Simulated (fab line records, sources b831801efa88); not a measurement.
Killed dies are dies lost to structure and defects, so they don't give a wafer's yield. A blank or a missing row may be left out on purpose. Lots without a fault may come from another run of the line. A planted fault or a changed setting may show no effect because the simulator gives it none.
fab line records | flow sfq_line | part 2 of 2: steps 28 to 38 of 38
record lots=5 wafers=15 last_day=85
route steps=325 shown I4@170 JJ@178 M5@198
lots that met no fault: from a run of the same line without faults
start_h: hours from the record's first day to the start of the lot's first wafer shown | wait_h: hours since the lot's step before | " the same as in the row above | L1.1+2: a row that stands for several wafers | - no value, or no start given | * or withheld: withheld | < > ~ a bound
route shown NAME@n: a module of which the file shows steps, and the number in the route of the first | usual: mean/standard deviation of fault-free wafers | same: alike in all rows | chamber/n: place in a boat | sites: the reading at each site | _std_site: their standard deviation | _edge_site: outer sites' mean less inner sites' | radius_mm: how far each site lies from the wafer's centre | mask NAME#n: copy n | behind: the tool/chamber that last shaped the wafer | hold: why the lot was held/for how many hours/how that ended | device: the transistor (n, p or np) that didn't switch | end of line: the same wafers' tests at the end of the route | a step without rows: its recipe alone | killed: dies lost to structure and defects at the first sort, not the wafer's yield | map: a wafer's dies, x killed, . not, _ none there
set.NAME: the setting as run; set.NAME@STEP: as run at that earlier step | model.NAME: the simulator's own value behind a step, which no gauge read
lots at some steps of the route; a table a step, a row a wafer
services: from which hour (start_h, from the record's first day; less than 0 if before it) a tool's chamber was out of use, for how many hours, and why
## steps
# step SFQ_TRILAYER_M5_LITHO_COAT_128
# recipe resist=BARC spin_rpm=3000 resist_thk_nm=62
# usual dispense_pressure_kPa=52/4.5
# columns lot.wafer tool chamber start_h wait_h dispense_pressure_kPa
L077.3 litho_track-04 0 1110.53 0.1 49
L077.5 " 0 " " 49
L077.6 " 0 " " 49
L078.1 litho_track-01 0 1111.60 0.0 57
L078.2 " 0 " " 57
L078.6 " 0 " " 57
L082.1 litho_track-03 0 1244.29 0.0 47
L082.4 " 0 " " 47
L082.6 " 0 " " 47
L085.1 litho_track-04 0 1277.05 0.0 49
L085.3 " 0 " " 49
L085.4 " 0 " " 49
L086.1 litho_track-04 0 1291.53 0.0 49
L086.4 " 0 " " 49
L086.6 " 0 " " 49
# step SFQ_TRILAYER_M5_LITHO_COAT_123
# recipe resist=KrF spin_rpm=3000 resist_thk_nm=600
# usual dispense_pressure_kPa=52/4.5
# columns lot.wafer tool chamber start_h wait_h dispense_pressure_kPa
L077.3 litho_track-04 0 1110.83 0.2 49
L077.5 " 0 " " 49
L077.6 " 0 " " 49
L078.1 litho_track-01 0 1111.90 0.2 58
L078.2 " 0 " " 57
L078.6 " 0 " " 57
L082.1 litho_track-03 0 1244.59 0.2 47
L082.4 " 0 " " 47
L082.6 " 0 " " 47
L085.1 litho_track-04 0 1277.35 0.2 49
L085.3 " 0 " " 49
L085.4 " 0 " " 49
L086.1 litho_track-04 0 1291.83 0.2 49
L086.4 " 0 " " 49
L086.6 " 0 " " 49
# step SFQ_TRILAYER_M5_LITHO_SOFTBAKE_127
# recipe temp_c=withheld time_s=withheld resist=KrF
# columns lot.wafer tool chamber start_h wait_h
L077.3+5+6 litho_track-04 0 1111.08 0.2
L078.1+2+6 litho_track-01 0 1112.20 0.2
L082.1+4+6 litho_track-03 0 1244.89 0.2
L085.1+3+4 litho_track-04 0 1277.65 0.2
L086.1+4+6 litho_track-04 0 1292.13 0.2
# step SFQ_TRILAYER_M5_LITHO_EXPOSE_124
# recipe mask_id=M5 na=0.6 source_shape=conventional sigma_outer=0.65 target_cd_nm=700 dose_mj=14.4
# usual exposure_dose_mJ_cm2=14.397/0.016
# columns lot.wafer tool chamber start_h wait_h mask exposure_dose_mJ_cm2
L077.3 krf_scanner-01 0 1241.20 - M5#0 14.395
L077.5 " 0 " " M5#0 14.373
L077.6 " 0 " " M5#0 14.386
L078.1 krf_scanner-02 0 1243.08 - M5#0 14.416
L078.2 " 0 " " M5#0 14.394
L078.6 " 0 " " M5#0 14.404
L082.1 krf_scanner-02 0 1249.08 - M5#0 14.404
L082.4 " 0 " " M5#0 14.400
L082.6 " 0 " " M5#0 14.389
L085.1 krf_scanner-02 0 1278.80 - M5#0 14.407
L085.3 " 0 " " M5#0 14.398
L085.4 " 0 " " M5#0 14.399
L086.1 krf_scanner-01 0 1293.52 - M5#0 14.398
L086.4 " 0 " " M5#0 14.398
L086.6 " 0 " " M5#0 14.402
# step SFQ_TRILAYER_M5_LITHO_PEB_126
# recipe peb_temp_c=115 peb_time_s=60 resist=KrF
# columns lot.wafer tool chamber start_h wait_h
L077.3+5+6 litho_track-01 0 1242.05 0.7
L078.1+2+6 litho_track-01 0 1244.28 1.0
L082.1+4+6 litho_track-03 0 1250.28 1.0
L085.1+3+4 litho_track-01 0 1280.00 1.0
L086.1+4+6 litho_track-03 0 1294.72 1.0
# step SFQ_TRILAYER_M5_LITHO_DEVELOP_125
# recipe time_s=60 resist=KrF
# columns lot.wafer tool chamber start_h wait_h
L077.3+5+6 litho_track-01 0 1242.20 0.1
L078.1+2+6 litho_track-01 0 1244.43 0.1
L082.1+4+6 litho_track-03 0 1250.43 0.1
L085.1+3+4 litho_track-01 0 1280.15 0.1
L086.1+4+6 litho_track-03 0 1294.87 0.1
# step SFQ_M5_OVL_MEAS_932
# usual M5_OVL=-1/6.1
# columns lot.wafer tool chamber start_h wait_h M5_OVL[nm]
L077.3 overlay-01 - 1242.31 0.1 -2
L077.5 " - " " -5
L077.6 " - " " 0
L078.1 overlay-02 - 1244.58 0.1 5
L078.2 " - " " 4
L078.6 " - " " 8
L082.1 overlay-02 - 1250.58 0.1 -2
L082.4 " - " " 6
L082.6 " - " " 5
L085.1 overlay-01 - 1280.30 0.1 -12
L085.3 " - " " -5
L085.4 " - " " -14
L086.1 overlay-01 - 1295.02 0.1 -8
L086.4 " - " " -1
L086.6 " - " " -2
# step SFQ_TRILAYER_M5_BARC_OPEN_METAL_ETCH_161
# recipe mask_material=PR chemistry=O2 target_depth_nm=125 target=BARC icp_w=600 bias_w=80 pressure_mtorr=10 time_s=41.7
# usual drypump_motor_current_A=5.6/0.4 oes_product_au=0.685/0.005
# columns lot.wafer tool chamber start_h wait_h drypump_motor_current_A oes_product_au rf_hours_counter_h
L077.3 rie_metal-04 0 1242.36 0.0 5.6 0.679 -
L077.5 " 1 " " 5.6 0.682 -
L077.6 " 0 " " 5.6 0.682 -
L078.1 rie_metal-04 1 1244.62 0.0 5.7 0.678 118
L078.2 " 0 " " 5.6 0.679 4
L078.6 " 1 " " 5.6 0.683 -
L082.1 rie_metal-04 1 1250.62 0.0 5.7 0.688 119
L082.4 " 1 " " 5.7 0.686 -
L082.6 " 0 " " 5.6 0.688 -
L085.1 rie_metal-02 1 1280.33 0.0 5.8 0.686 65
L085.3 " 0 " " 5.6 0.686 -
L085.4 " 1 " " 5.8 0.689 -
L086.1 rie_metal-03 0 1295.06 0.0 6.2 0.682 126
L086.4 " 1 " " 4.8 0.680 -
L086.6 " 1 " " 4.8 0.685 -
# step SFQ_TRILAYER_M5_ETCH_METAL_ETCH_126
# recipe target=Nb stop_on=SiO2 mask_material=PR over_etch_frac=0.15 time_s=203.2 chemistry=Cl2/BCl3 target_depth_nm=265 icp_w=600 bias_w=80 pressure_mtorr=10
# usual drypump_motor_current_A=5.6/0.4 oes_product_au=0.726/0.0053
# columns lot.wafer tool chamber start_h wait_h drypump_motor_current_A oes_product_au rf_hours_counter_h
L077.3 rie_metal-04 0 1242.46 0.1 5.6 0.737 -
L077.5 " 1 " " 5.7 0.733 -
L077.6 " 0 " " 5.6 0.722 -
L078.1 rie_metal-04 1 1244.68 0.0 5.7 0.723 118
L078.2 " 0 " " 5.5 0.727 4
L078.6 " 1 " " 5.7 0.722 -
L082.1 rie_metal-04 1 1250.68 0.0 5.7 0.731 119
L082.4 " 1 " " 5.6 0.732 -
L082.6 " 0 " " 5.6 0.731 -
L085.1 rie_metal-02 1 1280.39 0.0 5.7 0.733 65
L085.3 " 0 " " 5.6 0.719 -
L085.4 " 1 " " 5.7 0.730 -
L086.1 rie_metal-03 0 1295.12 0.0 6.2 0.719 126
L086.4 " 1 " " 4.8 0.720 -
L086.6 " 1 " " 4.8 0.724 -
# step SFQ_TRILAYER_M5_STRIP_STRIP_127
# recipe gas=O2 power_w=200 platen_temp_c=40 overash_fraction=0.65 chemistry=O2 pressure_mtorr=50
# usual drypump_motor_current_A=5.6/0.4 oes_product_au=1.002/0.0089
# columns lot.wafer tool chamber start_h wait_h drypump_motor_current_A oes_product_au rf_hours_counter_h
L077.3 rie_metal-04 0 1242.79 0.3 5.6 0.984 -
L077.5 " 1 " " 5.7 1.018 -
L077.6 " 0 " " 5.6 0.992 -
L078.1 rie_metal-04 1 1244.87 0.1 5.7 1.004 118
L078.2 " 0 " " 5.6 1.002 4
L078.6 " 1 " " 5.7 1.011 -
L082.1 rie_metal-04 1 1250.87 0.1 5.7 1.001 120
L082.4 " 1 " " 5.7 0.998 -
L082.6 " 0 " " 5.6 0.984 -
L085.1 rie_metal-02 1 1280.59 0.1 5.8 1.003 65
L085.3 " 0 " " 5.6 0.992 -
L085.4 " 1 " " 5.8 1.011 -
L086.1 rie_metal-03 0 1295.31 0.1 6.1 0.998 127
L086.4 " 1 " " 4.8 0.995 -
L086.6 " 1 " " 4.8 1.009 -
# step SFQ_TRILAYER_M5_STRIP_SOLV_CLEAN_128
# recipe chemistry=NMP temp_c=70 time_s=600
# columns lot.wafer tool chamber start_h wait_h
L077.3+5+6 wet_bench-01 7,4,0 1243.19 0.2
L078.1+2+6 wet_bench-01 3,6,4 1245.47 0.4
L082.1+4+6 wet_bench-01 7,4,3 1251.47 0.4
L085.1+3+4 wet_bench-01 5,7,6 1281.19 0.4
L086.1+4+6 wet_bench-02 3,5,4 1295.91 0.4
## services
# columns tool chamber start_h hours kind
pvd_sputter-04 - 1074.03 1.0 repair
rie_diel-03 0 1074.73 17.9 repair
krf_scanner-02 - 1087.96 1.5 repair
krf_scanner-02 - 1095.50 0.8 pm
rie_metal-02 0 1100.62 3.0 repair
krf_scanner-01 - 1103.69 1.3 pm
rie_metal-01 - 1115.71 0.1 repair
pvd_sputter-05 - 1119.42 13.2 repair
krf_scanner-01 - 1154.18 1.0 pm
krf_scanner-02 - 1157.90 1.0 pm
rie_metal-03 1 1162.63 31.6 repair
pvd_sputter-05 - 1168.91 9.6 repair
krf_scanner-01 - 1173.96 0.8 pm
krf_scanner-02 - 1187.88 0.2 repair
pvd_sputter-05 - 1200.09 2.7 repair
krf_scanner-02 - 1200.49 1.3 pm
rie_diel-02 - 1206.94 15.6 pm
rie_diel-03 - 1210.43 0.3 repair
rie_metal-03 - 1231.48 1.2 repair
rie_metal-01 - 1241.57 1.2 repair
krf_scanner-02 - 1250.28 4.0 pm
wet_bench-01 - 1253.03 0.5 repair
krf_scanner-02 - 1271.90 0.8 repair
krf_scanner-01 - 1279.20 1.3 pm
